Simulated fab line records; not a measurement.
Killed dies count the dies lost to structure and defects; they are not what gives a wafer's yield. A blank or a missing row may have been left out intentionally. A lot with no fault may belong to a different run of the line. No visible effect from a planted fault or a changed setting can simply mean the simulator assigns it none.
fab line records -- flow sky130
record: lots: 10, wafers: 30, lastDay: 50
route steps=708 shown METAL1@452 VIA1@479 METAL2@484 PAD_OPEN@708
lots untouched by any fault: they come from a run of this same line in which no faults occurred
startH: hours from the record's opening day to when the first of the lot's shown wafers began -- waitH: hours since the lot's step before -- " as in the row above -- L1.1+2: one row covering several wafers at once -- - no value, or no start was given -- * or withheld: withheld -- < > ~ a bound
route shown NAME@n: a module of which the file shows steps, and the number in the route of the first -- usual: mean/standard deviation of fault-free wafers -- same: alike in all rows -- chamber/n: place in a boat -- sites: readings site by site -- _std_site: the values' standard deviation -- _edge_site: inner sites' mean taken away from outer sites' mean -- radiusMm: how far each site lies from the wafer's centre -- mask NAME#n: copy n -- behind: the most recent tool/chamber to have shaped the wafer -- hold: why the lot was held/for how many hours/how that ended -- device: the n, p or np transistor that did not switch -- end of line: tests of these same wafers at the route's end -- where a step has no rows: the recipe by itself -- killed: dies that structure and defects cost at the first sort, which is not the same as the wafer's yield -- map: a wafer's dies, marking killed ones x, the rest . and places with no die _
set.NAME: the setting the step ran with; set.NAME@STEP: the setting that earlier step ran with -- model.NAME: the simulator's own value behind a step, which no gauge read
a sample of lots followed through the steps of the route, with each step as a table and each wafer as a row
services: from which hour (startH, from the record's first day; less than 0 if before it) a tool's chamber was out of use, for how many hours, and why
== steps ==
step: SKY_METAL1_ETCH_18
recipe: chemistry: N2/H2, target: BARC, ionEnergyEv: 200, biasW: 100, pressureMtorr: 30, n2FlowSccm: 100, h2FlowSccm: 200, icpW: 500, stopOn: SiO2, timeS: 45.9, targetDepthA: 600
usual: drypumpMotorCurrentA: 5.4/0.44, oesProductAu: 0.854/0.0047, throttleValvePct: 13.223/0.0083
lot.wafer,tool,chamber,startH,waitH,drypumpMotorCurrentA,oesProductAu,rfHoursCounterH,throttleValvePct
L173.1,rieMetal-01,1,789.65,0.1,6.1,0.856,4,13.228
L173.2,rieMetal-01,1,789.65,0.1,6.1,0.855,-,13.230
L173.4,rieMetal-01,1,789.65,0.1,6.2,0.866,-,13.210
L176.1,rieMetal-04,1,808.86,0.0,4.8,0.861,8,13.241
L176.3,rieMetal-04,0,808.86,0.0,5.8,0.855,-,13.215
L176.4,rieMetal-04,1,808.86,0.0,4.7,0.861,-,13.221
L175.3,rieMetal-03,1,813.03,0.0,5.3,0.859,-,13.231
L175.4,rieMetal-03,0,813.03,0.0,5.4,0.848,-,13.222
L175.5,rieMetal-03,0,813.03,0.0,5.4,0.851,-,13.218
L179.2,rieMetal-03,1,835.06,0.0,5.3,0.854,2,13.232
L179.3,rieMetal-03,1,835.06,0.0,5.3,0.854,-,13.237
L179.6,rieMetal-03,0,835.06,0.0,5.4,0.855,-,13.236
L181.3,rieMetal-01,0,860.79,0.1,5.1,0.861,-,13.236
L181.4,rieMetal-01,0,860.79,0.1,5.1,0.858,-,13.234
L181.6,rieMetal-01,0,860.79,0.1,5.1,0.860,-,13.216
L185.3,rieMetal-01,0,894.69,0.0,5.1,0.859,-,13.220
L185.4,rieMetal-01,1,894.69,0.0,6.2,0.859,-,13.218
L185.6,rieMetal-01,0,894.69,0.0,5.1,0.854,-,13.215
L186.1,rieMetal-03,0,907.24,0.0,5.4,0.857,16,13.215
L186.3,rieMetal-03,0,907.24,0.0,5.4,0.852,-,13.228
L186.4,rieMetal-03,1,907.24,0.0,5.3,0.847,-,13.224
L187.2,rieMetal-01,0,911.49,0.0,5.1,0.852,5,13.232
L187.4,rieMetal-01,1,911.49,0.0,6.2,0.856,-,13.207
L187.5,rieMetal-01,0,911.49,0.0,5.1,0.850,-,13.215
L188.1,rieMetal-03,0,925.96,0.0,5.4,0.861,17,13.226
L188.4,rieMetal-03,0,925.96,0.0,5.4,0.854,-,13.223
L188.6,rieMetal-03,0,925.96,0.0,5.4,0.852,-,13.228
L193.1,rieMetal-03,1,942.82,0.0,5.3,0.850,6,13.229
L193.2,rieMetal-03,0,942.82,0.0,5.4,0.851,17,13.224
L193.5,rieMetal-03,1,942.82,0.0,5.3,0.865,-,13.223
step: SKY_VIA1_CVD_21
recipe: material: W, targetThkNm: 270, timeS: 80.902, tempC: 400, pressureTorr: 40
usual: heaterPowerW: 771/46
lot.wafer,tool,chamber,startH,waitH,heaterPowerW
L173.1,cvdW-01,1,818.42,0.0,816
L173.2,cvdW-01,0,818.42,0.0,714
L173.4,cvdW-01,0,818.42,0.0,711
L176.1,cvdW-02,1,837.76,0.0,845
L176.3,cvdW-02,1,837.76,0.0,858
L176.4,cvdW-02,1,837.76,0.0,839
L175.3,cvdW-01,1,841.87,0.1,799
L175.4,cvdW-01,0,841.87,0.1,702
L175.5,cvdW-01,0,841.87,0.1,717
L179.2,cvdW-02,0,863.76,0.0,764
L179.3,cvdW-02,1,863.76,0.0,867
L179.6,cvdW-02,0,863.76,0.0,756
L181.3,cvdW-02,0,888.91,0.1,754
L181.4,cvdW-02,1,888.91,0.1,843
L181.6,cvdW-02,1,888.91,0.1,846
L185.3,cvdW-02,0,922.58,0.1,749
L185.4,cvdW-02,1,922.58,0.1,812
L185.6,cvdW-02,0,922.58,0.1,749
L186.1,cvdW-02,1,934.68,0.0,805
L186.3,cvdW-02,0,934.68,0.0,747
L186.4,cvdW-02,1,934.68,0.0,803
L187.2,cvdW-02,0,939.44,0.0,754
L187.4,cvdW-02,1,939.44,0.0,780
L187.5,cvdW-02,1,939.44,0.0,789
L188.1,cvdW-02,1,953.31,0.0,802
L188.4,cvdW-02,0,953.31,0.0,769
L188.6,cvdW-02,1,953.31,0.0,796
L193.1,cvdW-01,0,970.21,0.0,729
L193.2,cvdW-01,1,970.21,0.0,788
L193.5,cvdW-01,1,970.21,0.0,812
step: SKY_VIA1_RS_MEAS_22
recipe: thkMeasGauge: four-point-probe, reads: W_of_VIA1_CVD_21+TiN_of_VIA1_SPUTTER_20
usual: VIA1_W_RS: 0.430/0.0046
lot.wafer,tool,chamber,startH,waitH,VIA1_W_RS[ohm/sq]
L173.1,filmMetro-02,-,818.51,0.1,0.432
L173.2,filmMetro-02,-,818.51,0.1,0.438
L173.4,filmMetro-02,-,818.51,0.1,0.431
L176.1,filmMetro-01,-,837.94,0.2,0.438
L176.3,filmMetro-01,-,837.94,0.2,0.440
L176.4,filmMetro-01,-,837.94,0.2,0.435
L175.3,filmMetro-01,-,841.97,0.1,0.434
L175.4,filmMetro-01,-,841.97,0.1,0.433
L175.5,filmMetro-01,-,841.97,0.1,0.429
L179.2,filmMetro-04,-,863.87,0.1,0.428
L179.3,filmMetro-04,-,863.87,0.1,0.428
L179.6,filmMetro-04,-,863.87,0.1,0.433
L181.3,filmMetro-01,-,889.01,0.1,0.433
L181.4,filmMetro-01,-,889.01,0.1,0.433
L181.6,filmMetro-01,-,889.01,0.1,0.431
L185.3,filmMetro-02,-,922.68,0.1,0.428
L185.4,filmMetro-02,-,922.68,0.1,0.431
L185.6,filmMetro-02,-,922.68,0.1,0.429
L186.1,filmMetro-02,-,934.78,0.1,0.427
L186.3,filmMetro-02,-,934.78,0.1,0.329
L186.4,filmMetro-02,-,934.78,0.1,0.427
L187.2,filmMetro-01,-,939.55,0.1,0.326
L187.4,filmMetro-01,-,939.55,0.1,0.421
L187.5,filmMetro-01,-,939.55,0.1,0.425
L188.1,filmMetro-02,-,953.40,0.1,0.428
L188.4,filmMetro-02,-,953.40,0.1,0.328
L188.6,filmMetro-02,-,953.40,0.1,0.423
L193.1,filmMetro-01,-,970.30,0.1,0.429
L193.2,filmMetro-01,-,970.30,0.1,0.432
L193.5,filmMetro-01,-,970.30,0.1,0.430
step: SKY_VIA1_THK_MEAS_23
recipe: thkMeasGauge: xrf, reads: W_of_VIA1_CVD_21
usual: VIA1_W_THK: 264.5/2.9
lot.wafer,tool,chamber,startH,waitH,VIA1_W_THK[nm]
L173.1,filmMetro-02,-,818.63,0.1,264.8
L173.2,filmMetro-02,-,818.63,0.1,261.3
L173.4,filmMetro-02,-,818.63,0.1,264.2
L176.1,filmMetro-01,-,838.06,0.1,259.4
L176.3,filmMetro-01,-,838.06,0.1,256.4
L176.4,filmMetro-01,-,838.06,0.1,259.2
L175.3,filmMetro-01,-,842.07,0.1,261.6
L175.4,filmMetro-01,-,842.07,0.1,262.3
L175.5,filmMetro-01,-,842.07,0.1,265.0
L179.2,filmMetro-04,-,863.98,0.1,263.4
L179.3,filmMetro-04,-,863.98,0.1,264.3
L179.6,filmMetro-04,-,863.98,0.1,261.6
L181.3,filmMetro-01,-,889.11,0.1,259.4
L181.4,filmMetro-01,-,889.11,0.1,261.1
L181.6,filmMetro-01,-,889.11,0.1,262.0
L185.3,filmMetro-02,-,922.78,0.1,264.7
L185.4,filmMetro-02,-,922.78,0.1,262.8
L185.6,filmMetro-02,-,922.78,0.1,265.1
L186.1,filmMetro-02,-,934.90,0.1,265.0
L186.3,filmMetro-02,-,934.90,0.1,344.8
L186.4,filmMetro-02,-,934.90,0.1,266.5
L187.2,filmMetro-01,-,939.66,0.1,347.4
L187.4,filmMetro-01,-,939.66,0.1,272.0
L187.5,filmMetro-01,-,939.66,0.1,269.3
L188.1,filmMetro-02,-,953.52,0.1,264.0
L188.4,filmMetro-02,-,953.52,0.1,343.3
L188.6,filmMetro-02,-,953.52,0.1,268.6
L193.1,filmMetro-01,-,970.42,0.1,265.9
L193.2,filmMetro-01,-,970.42,0.1,265.6
L193.5,filmMetro-01,-,970.42,0.1,266.8
step: SKY_VIA1_CMP_24
recipe: stopOn: SiO2, tOverpolishS: 15, downForcePsi: 3.5, platenRpm: 60, targetThkNm: 0, padVelocityMS: 0.94248
usual: edgeZonePressureFrac: 1.000/0.0049, motorCurrentA: 11.4/1.7, timeToEndpointS: 65/3.3
lot.wafer,tool,chamber,startH,waitH,edgeZonePressureFrac,motorCurrentA,timeToEndpointS
L173.1,cmp-01,3,818.74,0.1,1.006,8.7,64
L173.2,cmp-01,0,818.74,0.1,0.997,11.1,59
L173.4,cmp-01,1,818.74,0.1,0.996,12.9,66
L176.3,cmp-01,1,838.12,0.0,0.996,11.7,66
L176.4,cmp-01,3,838.12,0.0,1.002,8.4,63
L176.1,cmp-01,0,838.12,0.0,1.004,11.4,60
L175.3,cmp-02,0,842.11,0.0,1.002,10.0,68
L175.4,cmp-02,2,842.11,0.0,0.991,10.2,69
L175.5,cmp-02,1,842.11,0.0,1.001,12.8,69
L179.3,cmp-01,2,864.03,0.0,0.999,14.7,62
L179.2,cmp-01,1,864.03,0.0,1.001,11.8,69
L179.6,cmp-01,3,864.03,0.0,1.010,9.1,63
L181.3,cmp-02,1,889.15,0.0,1.005,12.1,66
L181.4,cmp-02,3,889.15,0.0,1.002,11.2,71
L181.6,cmp-02,2,889.15,0.0,0.998,11.2,65
L185.3,cmp-02,0,922.82,0.0,1.003,10.3,67
L185.4,cmp-02,2,922.82,0.0,1.002,10.6,67
L185.6,cmp-02,0,922.82,0.0,1.008,10.2,68
L186.4,cmp-01,3,934.96,0.0,1.008,9.0,59
L186.1,cmp-01,1,934.96,0.0,0.994,11.8,67
L186.3,cmp-01,2,934.96,0.0,1.001,14.5,75
L187.4,cmp-02,0,939.71,0.0,1.004,10.6,67
L187.2,cmp-02,2,939.71,0.0,1.007,10.4,82
L187.5,cmp-02,1,939.71,0.0,1.005,12.3,69
L188.1,cmp-01,3,953.68,0.1,1.001,8.6,63
L188.4,cmp-01,0,953.68,0.1,0.999,10.9,84
L188.6,cmp-01,1,953.68,0.1,1.000,12.3,71
L193.2,cmp-02,3,970.48,0.0,0.997,11.3,66
L193.1,cmp-02,2,970.48,0.0,1.002,9.9,65
L193.5,cmp-02,3,970.48,0.0,1.006,10.0,68
step: SKY_METAL2_SPUTTER_01
recipe: material: TiN, targetThkNm: 20, powerW: 6500, timeS: 16.7, chamberPressurePa: 0.4
usual: throttleValvePct: 30.0/0.95
lot.wafer,tool,chamber,startH,waitH,throttleValvePct
L173.1,pvdSputter-04,-,819.01,0.0,29.8
L173.2,pvdSputter-04,-,819.01,0.0,31.0
L173.4,pvdSputter-04,-,819.01,0.0,30.4
L176.1,pvdSputter-04,-,838.44,0.0,29.5
L176.3,pvdSputter-04,-,838.44,0.0,29.6
L176.4,pvdSputter-04,-,838.44,0.0,31.0
L175.3,pvdSputter-04,-,842.44,0.0,29.5
L175.4,pvdSputter-04,-,842.44,0.0,30.7
L175.5,pvdSputter-04,-,842.44,0.0,29.4
L179.2,pvdSputter-04,-,864.35,0.0,29.6
L179.3,pvdSputter-04,-,864.35,0.0,31.0
L179.6,pvdSputter-04,-,864.35,0.0,30.3
L181.3,pvdSputter-02,-,889.47,0.0,30.9
L181.4,pvdSputter-02,-,889.47,0.0,28.5
L181.6,pvdSputter-02,-,889.47,0.0,28.9
L185.3,pvdSputter-02,-,923.15,0.0,28.6
L185.4,pvdSputter-02,-,923.15,0.0,29.1
L185.6,pvdSputter-02,-,923.15,0.0,28.4
L186.1,pvdSputter-04,-,935.28,0.0,29.5
L186.3,pvdSputter-04,-,935.28,0.0,30.6
L186.4,pvdSputter-04,-,935.28,0.0,31.2
L187.2,pvdSputter-04,-,940.03,0.0,31.1
L187.4,pvdSputter-04,-,940.03,0.0,29.3
L187.5,pvdSputter-04,-,940.03,0.0,31.0
L188.1,pvdSputter-04,-,953.90,0.0,31.1
L188.4,pvdSputter-04,-,953.90,0.0,30.9
L188.6,pvdSputter-04,-,953.90,0.0,30.9
L193.1,pvdSputter-04,-,970.80,0.0,29.5
L193.2,pvdSputter-04,-,970.80,0.0,29.8
L193.5,pvdSputter-04,-,970.80,0.0,30.6
step: SKY_METAL2_SPUTTER_04
recipe: material: TiN, targetThkNm: 70, powerW: 6500, timeS: 58.3, chamberPressurePa: 0.4
usual: throttleValvePct: 30.1/0.94
lot.wafer,tool,chamber,startH,waitH,throttleValvePct
L173.1,pvdSputter-04,-,819.08,0.0,29.5
L173.2,pvdSputter-04,-,819.08,0.0,31.0
L173.4,pvdSputter-04,-,819.08,0.0,30.7
L176.1,pvdSputter-04,-,838.51,0.0,29.7
L176.3,pvdSputter-04,-,838.51,0.0,29.5
L176.4,pvdSputter-04,-,838.51,0.0,31.3
L175.3,pvdSputter-04,-,842.51,0.0,29.6
L175.4,pvdSputter-04,-,842.51,0.0,30.7
L175.5,pvdSputter-04,-,842.51,0.0,29.5
L179.2,pvdSputter-04,-,864.42,0.0,29.7
L179.3,pvdSputter-04,-,864.42,0.0,31.1
L179.6,pvdSputter-04,-,864.42,0.0,30.7
L181.3,pvdSputter-02,-,889.54,0.0,31.2
L181.4,pvdSputter-02,-,889.54,0.0,29.0
L181.6,pvdSputter-02,-,889.54,0.0,28.9
L185.3,pvdSputter-02,-,923.21,0.0,28.5
L185.4,pvdSputter-02,-,923.21,0.0,28.7
L185.6,pvdSputter-02,-,923.21,0.0,28.8
L186.1,pvdSputter-04,-,935.35,0.0,29.5
L186.3,pvdSputter-04,-,935.35,0.0,30.6
L186.4,pvdSputter-04,-,935.35,0.0,30.8
L187.2,pvdSputter-04,-,940.10,0.0,31.0
L187.4,pvdSputter-04,-,940.10,0.0,30.0
L187.5,pvdSputter-04,-,940.10,0.0,30.8
L188.1,pvdSputter-04,-,953.97,0.0,30.9
L188.4,pvdSputter-04,-,953.97,0.0,30.7
L188.6,pvdSputter-04,-,953.97,0.0,30.8
L193.1,pvdSputter-04,-,970.87,0.0,29.4
L193.2,pvdSputter-04,-,970.87,0.0,30.0
L193.5,pvdSputter-04,-,970.87,0.0,30.6
step: SKY_PAD_OPEN_PROBE_99
usual: defectLimitedYield: 82.2/2.1, killed_at_M0_to_M3: 44/7.4, killed_at_M4_up: 3.1/1.8, killedAtContacts: 25/6, killedAtFrontEnd: 15/4.4, killedAtOther: 0.3/0.49, killedDies: 88/10, killedOpen: 48/7.4, killedShort: 39/6.3, sort_bin_3_pad_short: 0.9/0.4, sort_bin_5_function: 10.5/1.5, sort_bin_6_memory: 6.5/1.3, sortNPass: 404/10, sortYieldPct: 82.2/2.1
same: grossDies: 492, killedAtBackSide: 0, sort_bin_4_leakage[%]: 0, sort_bin_8_speed[%]: 0
lot.wafer,tool,chamber,startH,waitH,defectLimitedYield[%],killed_at_M0_to_M3,killed_at_M4_up,killedAtContacts,killedAtFrontEnd,killedAtOther,killedDies,killedOpen,killedShort,sort_bin_3_pad_short[%],sort_bin_5_function[%],sort_bin_6_memory[%],sortNPass,sortYieldPct[%]
L181.3,prober-01,-,1154.27,0.2,86.8,31,4,20,10,0,65,35,30,0.6,8.1,4.5,427,86.8
L181.4,prober-01,-,1154.32,0.2,82.9,50,3,20,11,0,84,46,38,0.2,11.0,5.9,408,82.9
L181.6,prober-01,-,1154.42,0.2,79.9,45,3,28,23,0,99,53,44,1.0,11.6,7.5,393,79.9
L186.1,prober-01,-,1184.65,0.1,83.7,41,5,21,13,0,80,46,34,0.4,10.2,5.7,412,83.7
L186.3,prober-01,-,1184.75,0.2,80.9,47,4,25,18,0,94,47,47,0.8,12.0,6.3,398,80.9
L186.4,prober-01,-,1184.80,0.2,78.5,49,4,24,29,0,106,55,51,1.2,12.8,7.5,386,78.5
L187.2,prober-02,-,1188.93,0.1,81.3,46,5,25,15,1,92,44,48,0.4,11.0,7.3,400,81.3
L187.4,prober-02,-,1189.03,0.2,83.1,43,4,23,13,0,83,48,35,0.6,11.0,5.3,409,83.1
L187.5,prober-02,-,1189.08,0.2,80.7,53,1,30,11,0,95,58,37,1.0,10.6,7.7,397,80.7
killed by level:class
L181.3 CONTACT:geometricParticle:open=12 METAL1:geometricParticle:short=7 VIA1:geometricParticle:open=5 FIELD_ISO:geometricParticle:open=4 CONTACT:geometricParticle:short=4 VIA3:geometricParticle:open=4 VIA2:geometricParticle:short=3 VIA1:geometricParticle:short=3
L181.4 VIA1:geometricParticle:open=13 METAL1:geometricParticle:short=8 VIA3:geometricParticle:open=7 VIA2:geometricParticle:open=7 METAL1:geometricParticle:open=5 LOCAL_INTERCONNECT:geometricParticle:short=5 CONTACT:geometricParticle:open=5 CONTACT:geometricParticle:short=5
L181.6 CONTACT:geometricParticle:open=9 VIA1:geometricParticle:open=9 POLY_GATE:geometricParticle:short=8 LI_CONTACT:geometricParticle:open=7 VIA1:geometricParticle:short=7 POLY_GATE:geometricParticle:open=6 CONTACT:geometricParticle:short=6 METAL1:geometricParticle:short=6
L186.1 VIA1:geometricParticle:open=17 CONTACT:geometricParticle:open=7 LI_CONTACT:geometricParticle:open=5 VIA2:geometricParticle:open=5 VIA2:geometricParticle:short=5 LI_CONTACT:geometricParticle:short=4 LOCAL_INTERCONNECT:geometricParticle:short=4 METAL4:geometricParticle:short=4
L186.3 CONTACT:geometricParticle:open=9 LI_CONTACT:geometricParticle:open=8 METAL2:geometricParticle:short=8 VIA2:geometricParticle:open=8 VIA1:geometricParticle:open=7 FIELD_ISO:geometricParticle:open=5 FIELD_ISO:geometricParticle:short=5 VIA3:geometricParticle:short=5
L186.4 FIELD_ISO:geometricParticle:open=10 CONTACT:geometricParticle:open=10 VIA3:geometricParticle:open=8 VIA1:geometricParticle:open=8 FIELD_ISO:geometricParticle:short=6 METAL2:geometricParticle:short=6 VIA2:geometricParticle:open=6 LI_CONTACT:geometricParticle:open=5
L187.2 CONTACT:geometricParticle:open=8 LI_CONTACT:geometricParticle:open=8 VIA1:geometricParticle:open=7 METAL2:geometricParticle:short=7 VIA2:geometricParticle:short=6 VIA3:geometricParticle:open=6 VIA2:geometricParticle:open=6 METAL1:geometricParticle:short=5
L187.4 CONTACT:geometricParticle:open=13 VIA3:geometricParticle:open=9 VIA2:geometricParticle:open=9 METAL2:geometricParticle:short=8 LOCAL_INTERCONNECT:geometricParticle:short=5 VIA1:geometricParticle:open=4 VIA1:geometricParticle:short=4 METAL4:geometricParticle:short=4
L187.5 VIA1:geometricParticle:open=15 CONTACT:geometricParticle:open=12 METAL2:geometricParticle:short=7 VIA3:geometricParticle:open=7 LOCAL_INTERCONNECT:geometricParticle:short=6 LI_CONTACT:geometricParticle:open=6 METAL1:geometricParticle:short=5 VIA2:geometricParticle:open=5
== services ==
tool,chamber,startH,hours,kind
cvdW-02,-,766.68,3.2,repair
cvdW-02,-,769.83,4.3,pm
cmp-01,-,777.48,1.3,repair
cmp-01,-,780.97,1.6,repair
cvdW-02,0,813.04,42.2,repair
cmp-02,-,814.63,1.1,repair
pvdSputter-02,-,828.43,2.8,repair
pvdSputter-02,-,835.56,3.0,repair
cmp-02,-,838.21,3.4,repair
rieMetal-01,1,845.90,17.6,repair
rieMetal-03,1,847.98,2.7,repair
rieMetal-03,-,858.47,4.3,pm
cmp-01,-,860.10,0.2,repair
cvdW-02,-,869.05,0.4,repair
rieMetal-03,0,870.87,7.6,repair
cvdW-02,-,878.95,0.9,repair
cvdW-01,1,884.75,4.2,repair
cvdW-02,-,904.00,14.0,pm
cmp-01,-,912.00,4.0,pm
rieMetal-01,-,920.99,2.8,pm
cmp-01,-,926.94,4.5,pm
cmp-01,-,931.99,0.6,repair
pvdSputter-02,-,965.87,6.6,repair
cmp-01,-,966.19,0.7,repair
== key ==
firstSign: step: SKY_VIA1_RS_MEAS_22, reading: VIA1_W_RS, direction: down, sigmas: 22, usual: 0.430, struck: 0.328
effect: step: SKY_VIA1_THK_MEAS_23, reading: VIA1_W_THK, direction: up, sigmas: 28, usual: 264.5, struck: 345.1
effect: step: SKY_VIA1_CMP_24, reading: timeToEndpointS, direction: up, sigmas: 4.7, usual: *, struck: *
metAt SKY_VIA1_CVD_21
struckLots L186,L187,L188
struckWafers L186.3,L187.2,L188.4
notActingAt SKY_METAL1_ETCH_18,SKY_METAL2_SPUTTER_01,SKY_METAL2_SPUTTER_04
onsetBetween 922.58 934.68
fault: kind: processParameterDrift, tool: cvdW-02, chamber: 0, onsetH: 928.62, steps: SKY_VIA1_CVD_21, channel: targetThkNm, offset: 81.166, shape: step, endH: 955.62, actsIn: theseRecipesOnly, stated: 270
